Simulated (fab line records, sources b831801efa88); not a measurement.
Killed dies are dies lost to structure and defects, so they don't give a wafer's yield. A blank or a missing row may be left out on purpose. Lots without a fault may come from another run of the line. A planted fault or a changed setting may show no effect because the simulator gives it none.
fab line records | flow gf180mcu
record lots=5 wafers=15 last_day=34
route steps=602 shown TOP_METAL@586 PASSIVATION@587
lots that met no fault: from a run of the same line without faults
start_h: hours from the record's first day to the start of the lot's first wafer shown | wait_h: hours since the lot's step before | " the same as in the row above | L1.1+2: a row that stands for several wafers | - no value, or no start given | * or withheld: withheld | < > ~ a bound
route shown NAME@n: a module of which the file shows steps, and the number in the route of the first | usual: mean/standard deviation of fault-free wafers | same: alike in all rows | chamber/n: place in a boat | sites: the reading at each site | _std_site: their standard deviation | _edge_site: outer sites' mean less inner sites' | radius_mm: how far each site lies from the wafer's centre | mask NAME#n: copy n | behind: the tool/chamber that last shaped the wafer | hold: why the lot was held/for how many hours/how that ended | device: the transistor (n, p or np) that didn't switch | end of line: the same wafers' tests at the end of the route | a step without rows: its recipe alone | killed: dies lost to structure and defects at the first sort, not the wafer's yield | map: a wafer's dies, x killed, . not, _ none there
set.NAME: the setting as run; set.NAME@STEP: as run at that earlier step | model.NAME: the simulator's own value behind a step, which no gauge read
lots at some steps of the route; a table a step, a row a wafer
services: from which hour (start_h, from the record's first day; less than 0 if before it) a tool's chamber was out of use, for how many hours, and why
## steps
# step GF_TOP_METAL_CLEAN_19
# recipe chemistry=DIW dry=n2_spin
# step GF_PASSIVATION_CVD_00
# recipe material=SiO2 target_thk_nm=1000 precursor=TEOS temp_c=400 time_s=111.95 rf_w=600
# usual heater_power_w=701/120
# columns lot.wafer tool chamber start_h wait_h heater_power_w
L590.2 pecvd-01 1 649.83 0.0 730
L590.3 " 2 " " 710
L590.6 " 2 " " 579
L591.1 pecvd-04 1 656.72 0.0 542
L591.4 " 2 " " 579
L591.5 " 1 " " 586
L603.2 pecvd-01 1 742.38 0.0 620
L603.3 " 0 " " 864
L603.6 " 2 " " 682
L608.3 pecvd-03 2 779.62 0.0 569
L608.4 " 2 " " 641
L608.6 " 0 " " 696
L610.4 pecvd-04 2 789.76 0.0 569
L610.5 " 1 " " 476
L610.6 " 0 " " 849
# step GF_PASSIVATION_THK_MEAS_01
# recipe reads=SiO2_of_PASSIVATION_CVD_00
# usual PASSIVATION_CVD_00_THK=996/12
# columns lot.wafer tool chamber start_h wait_h PASSIVATION_CVD_00_THK[nm]
L590.2 film_metro-04 - 649.92 0.0 978
L590.3 " - " " 973
L590.6 " - " " 1003
L591.1 film_metro-01 - 656.80 0.0 988
L591.4 " - " " 986
L591.5 " - " " 1006
L603.2 film_metro-03 - 742.47 0.0 979
L603.3 " - " " 978
L603.6 " - " " 1004
L608.3 film_metro-01 - 779.72 0.1 1003
L608.4 " - " " 1009
L608.6 " - " " 1015
L610.4 film_metro-03 - 789.83 0.0 993
L610.5 " - " " 994
L610.6 " - " " 1010
# step GF_PASSIVATION_CVD_02
# recipe material=Si3N4 target_thk_nm=700 time_s=486.18 temp_c=400 rf_w=450
# usual heater_power_w=762/110
# columns lot.wafer tool chamber start_h wait_h heater_power_w
L590.2 pecvd-03 0 649.97 0.0 732
L590.3 " 1 " " 837
L590.6 " 2 " " 723
L591.1 pecvd-01 1 656.86 0.1 795
L591.4 " 1 " " 822
L591.5 " 0 " " 912
L603.2 pecvd-04 1 742.52 0.0 571
L603.3 " 2 " " 734
L603.6 " 2 " " 625
L608.3 pecvd-04 1 779.76 0.0 652
L608.4 " 1 " " 539
L608.6 " 2 " " 630
L610.4 pecvd-03 1 790.00 0.2 808
L610.5 " 2 " " 602
L610.6 " 0 " " 608
# step GF_PASSIVATION_THK_MEAS_03
# recipe reads=Si3N4_of_PASSIVATION_CVD_02
# usual PASSIVATION_CVD_02_THK=700/8.9
# columns lot.wafer tool chamber start_h wait_h PASSIVATION_CVD_02_THK[nm]
L590.2 film_metro-03 - 650.27 0.2 699
L590.3 " - " " 699
L590.6 " - " " 713
L591.1 film_metro-01 - 657.15 0.1 695
L591.4 " - " " 715
L591.5 " - " " 702
L603.2 film_metro-01 - 742.82 0.2 696
L603.3 " - " " 685
L603.6 " - " " 698
L608.3 film_metro-04 - 780.06 0.2 700
L608.4 " - " " 711
L608.6 " - " " 703
L610.4 film_metro-04 - 790.18 0.0 702
L610.5 " - " " 702
L610.6 " - " " 702
# step GF_PASSIVATION_DEHYDRATE_04
# recipe temp_c=200 time_s=60
# step GF_PASSIVATION_HMDS_05
# recipe prime_time_s=60 prime_temp_c=120
# step GF_PASSIVATION_COAT_06
# recipe spin_rpm=2000 resist_thk_nm=4000
# step GF_PASSIVATION_SOFTBAKE_07
# recipe temp_c=110 time_s=withheld
# step GF_PASSIVATION_EXPOSE_08
# recipe mask_id=Pad target_cd_nm=40000 na=0.57 dose_mj=310
# step GF_PASSIVATION_PEB_09
# recipe temp_c=115 time_s=withheld
# step GF_PASSIVATION_DEVELOP_10
# recipe develop_time_s=60 dev_temp_c=23
# step GF_PASSIVATION_ETCH_11
# recipe chemistry=CF4/O2 target_depth_nm=1800 stop_on=TiN source_w=800 bias_w=150 pressure_mtorr=150 cf4_flow_sccm=80 O2_flow_sccm=10 time_s=400
# usual drypump_motor_current_A=5.8/0.45 oes_product_au=0.961/0.0072 throttle_valve_pct=5.960/0.0089
# columns lot.wafer tool chamber start_h wait_h drypump_motor_current_A oes_product_au rf_hours_counter_h throttle_valve_pct model.PASSIVATION.feature_depth_nm model.etch.depth_nm model.coat_of_PASSIVATION_COAT_06.thk_nm
L590.2 rie_diel-02 3 669.16 - 4.9 0.958 8 5.965 1677 1677 2828
L590.3 " 2 " " 5.1 0.955 59 5.958 1672 1672 2796
L590.6 " 2 " " 5.1 0.970 - 5.961 1715 1715 2785
L591.1 rie_diel-04 3 676.06 - 5.9 0.961 4 5.964 1683 1683 2838
L591.4 " 1 " " 5.4 0.960 21 5.977 1701 1701 2811
L591.5 " 2 " " 5.8 0.957 - 5.954 1707 1707 2833
L603.2 rie_diel-04 2 759.31 - 5.8 0.886 19 5.942 1474 1474 2996
L603.3 " 0 " " 6.6 0.955 40 5.962 1664 1664 2821
L603.6 " 1 " " 5.4 0.959 - 5.959 1702 1702 2772
L608.3 rie_diel-01 3 794.76 - 6.3 0.969 14 5.945 1703 1703 2802
L608.4 " 1 " " 5.8 0.967 39 5.967 1720 1720 2822
L608.6 " 1 " " 5.9 0.968 - 5.944 1718 1718 2810
L610.4 rie_diel-01 0 804.81 - 5.7 0.960 28 5.962 1696 1696 2768
L610.5 " 0 " " 5.7 0.971 - 5.969 1697 1697 2783
L610.6 " 1 " " 5.8 0.964 - 5.967 1712 1712 2804
# step GF_PASSIVATION_STRIP_12
# recipe chemistry=O2/N2 power_w=1415 pressure_mtorr=1500 platen_temp_c=250 o2_flow_sccm=3000 n2_flow_sccm=300 overash_fraction=0.5
# usual drypump_motor_current_A=6.1/0.36 heater_power_w=337/12 oes_product_au=0.724/0.0049 strip_time_to_endpoint_s=34.55/0.26
# columns lot.wafer tool chamber start_h wait_h drypump_motor_current_A heater_power_w oes_product_au rf_hours_counter_h strip_time_to_endpoint_s
L590.2 plasma_asher-01 1 669.40 0.1 6.3 342 0.724 94 34.82
L590.3 " 0 " " 6.6 355 0.725 - 34.43
L590.6 " 0 " " 6.6 346 0.728 - 34.32
L591.1 plasma_asher-03 1 676.30 0.1 5.6 331 0.720 49 34.93
L591.4 " 0 " " 5.7 346 0.717 - 34.61
L591.5 " 1 " " 5.6 321 0.739 - 34.88
L603.2 plasma_asher-03 1 759.55 0.1 5.7 315 0.726 58 36.70
L603.3 " 1 " " 5.6 317 0.723 - 34.73
L603.6 " 0 " " 5.7 342 0.719 - 34.14
L608.3 plasma_asher-01 1 795.03 0.2 6.3 344 0.735 - 34.51
L608.4 " 0 " " 6.6 360 0.722 - 34.74
L608.6 " 1 " " 6.3 343 0.728 - 34.61
L610.4 plasma_asher-03 1 805.08 0.2 5.7 328 0.723 - 34.11
L610.5 " 1 " " 5.7 319 0.724 - 34.28
L610.6 " 0 " " 5.7 341 0.722 - 34.53
# step GF_PASSIVATION_ANNEAL_13
# recipe temp_c=400 time_s=1800 ambient=N2/H2 idle_temp_c=300 ramp_up_c_per_min=10 ramp_down_c_per_min=3
# step GF_PASSIVATION_PROBE_99
# columns lot.wafer tool chamber start_h wait_h model.etest.met_top.open model.etest.field_p.under_floor model.etest.iso_dnwell_dnwell.under_floor model.etest.pwell_in_dnwell.open model.etest.ldpmos_10p0.under_floor model.etest.gate_to_diffusion_comb.under_floor model.etest.dnwell_pinched.open model.etest.ldnmos_10p0.under_floor
L590.2+3+6 prober-01 - 671.20 0.1 0 0 0 0 0 0 0 0
L591.1+4+5 prober-02 - 678.02 0.1 0 0 0 0 0 0 0 0
L603.2 prober-02 - 761.37 0.1 1 1 1 1 1 1 1 1
L603.3+6 prober-02 - 761.42 0.2 0 0 0 0 0 0 0 0
L608.3+4+6 prober-01 - 796.81 0.2 0 0 0 0 0 0 0 0
L610.4+5+6 prober-01 - 806.91 0.2 0 0 0 0 0 0 0 0
# killed by level:class
L590.2 V4:geometric_particle:open=7 V1:geometric_particle:open=5 CONTACT:geometric_particle:open=4 V2:geometric_particle:open=4 CONTACT:geometric_particle:short=3 V3:geometric_particle:open=3 V3:geometric_particle:short=3 V4:geometric_particle:short=3
L590.3 V4:geometric_particle:open=7 V2:geometric_particle:open=6 V1:geometric_particle:open=5 V5:geometric_particle:open=5 V3:geometric_particle:open=4 STI:geometric_particle:short=3 CONTACT:geometric_particle:open=3 M1:geometric_particle:short=3
L590.6 V5:geometric_particle:open=6 CONTACT:geometric_particle:open=6 V4:geometric_particle:open=6 V3:geometric_particle:open=5 V3:geometric_particle:short=4 STI:geometric_particle:open=3 STI:geometric_particle:short=3 POLY_GATE:geometric_particle:short=3
L591.1 V2:geometric_particle:open=7 CONTACT:geometric_particle:open=5 STI:geometric_particle:open=3 STI:geometric_particle:short=3 M1:geometric_particle:short=3 V5:geometric_particle:short=3 CONTACT:geometric_particle:short=2 V1:geometric_particle:open=2
L591.4 V5:geometric_particle:open=6 V1:geometric_particle:open=5 V4:geometric_particle:open=5 M1:geometric_particle:short=4 V3:geometric_particle:short=4 V4:geometric_particle:short=4 STI:geometric_particle:open=3 V2:geometric_particle:open=3
L591.5 V1:geometric_particle:open=6 V4:geometric_particle:open=6 V3:geometric_particle:open=4 M5:geometric_particle:short=3 STI:geometric_particle:short=2 CONTACT:geometric_particle:open=2 M1:geometric_particle:short=2 V1:geometric_particle:short=2
L608.3 V2:geometric_particle:open=5 CONTACT:geometric_particle:open=5 V1:geometric_particle:short=4 V3:geometric_particle:open=4 CONTACT:geometric_particle:short=3 V1:geometric_particle:open=3 V4:geometric_particle:short=3 STI:geometric_particle:open=2
L608.4 CONTACT:geometric_particle:open=9 V5:geometric_particle:short=5 V1:geometric_particle:short=4 V1:geometric_particle:open=4 STI:geometric_particle:open=3 V2:geometric_particle:open=3 V2:geometric_particle:short=3 V4:geometric_particle:open=3
L608.6 V4:geometric_particle:open=5 CONTACT:geometric_particle:open=4 V1:geometric_particle:open=4 V5:geometric_particle:short=4 M1:geometric_particle:short=3 V1:geometric_particle:short=3 V3:geometric_particle:short=3 V5:geometric_particle:open=3
L610.4 V1:geometric_particle:open=7 V5:geometric_particle:open=7 STI:geometric_particle:short=5 CONTACT:geometric_particle:open=3 CONTACT:geometric_particle:short=3 M2:geometric_particle:short=3 V4:geometric_particle:open=3 POLY_GATE:geometric_particle:open=2
L610.5 STI:geometric_particle:open=5 V1:geometric_particle:open=5 V4:geometric_particle:open=5 CONTACT:geometric_particle:open=3 V1:geometric_particle:short=3 V2:geometric_particle:short=3 V3:geometric_particle:open=3 V5:geometric_particle:short=3
L610.6 V3:geometric_particle:open=6 V5:geometric_particle:open=6 V3:geometric_particle:short=5 V1:geometric_particle:open=5 STI:geometric_particle:open=4 CONTACT:geometric_particle:open=4 V2:geometric_particle:open=4 V4:geometric_particle:open=4
## services
# columns tool chamber start_h hours kind
rie_diel-01 - 647.01 0.7 repair
rie_diel-04 - 647.46 1.2 repair
rie_diel-01 0 660.20 9.8 repair
plasma_asher-01 - 685.22 14.6 pm
rie_diel-01 - 700.32 2.8 pm
rie_diel-02 - 711.24 1.1 repair
pecvd-03 2 714.11 13.9 repair
rie_diel-02 - 715.49 0.3 repair
rie_diel-02 0 719.13 4.0 repair
rie_diel-04 - 726.13 4.3 pm
pecvd-04 - 727.72 3.1 repair
plasma_asher-03 - 742.40 1.4 repair
rie_diel-01 0 752.85 6.4 repair
plasma_asher-01 - 755.06 4.3 pm
pecvd-01 1 777.77 2.3 repair
rie_diel-04 3 785.51 5.5 repair
rie_diel-04 0 787.85 6.8 repair
plasma_asher-03 - 792.20 4.3 pm
rie_diel-04 0 796.55 - clean
pecvd-01 - 799.38 14.0 pm
pecvd-01 0 799.38 14.0 vent_cycle
pecvd-01 1 799.38 14.0 vent_cycle
pecvd-01 2 799.38 14.0 vent_cycle
pecvd-01 - 800.51 0.9 repair
## key
first_sign step=GF_PASSIVATION_ETCH_11 reading=oes_product_au direction=down sigmas=10 usual=0.961 struck=0.886
effect step=GF_PASSIVATION_STRIP_12 reading=strip_time_to_endpoint_s direction=up sigmas=8.1 usual=* struck=*
model_effect step=GF_PASSIVATION_ETCH_11 value=PASSIVATION.feature_depth_nm without=1676 struck=1474
model_effect step=GF_PASSIVATION_PROBE_99 value=etest.met_top.open without=0 struck=1
met_at GF_PASSIVATION_ETCH_11
struck_wafers L603.2
later_rows_left_out L603.2
sort_left_out L603.2
onset_between 676.06 759.31
fault kind=process_parameter_drift tool=rie_diel-04 chamber=2 onset_h=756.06 steps=GF_PASSIVATION_ETCH_11 channel=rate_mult offset=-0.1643 shape=step end_h=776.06
# sort_left_out: the simulated sort isn't trusted on such a fault, so these wafers' sort isn't shown, and their yield isn't known
# later_rows_left_out: the simulator's readings of these wafers behind a module that went badly wrong aren't trusted and aren't shown, but for the sort
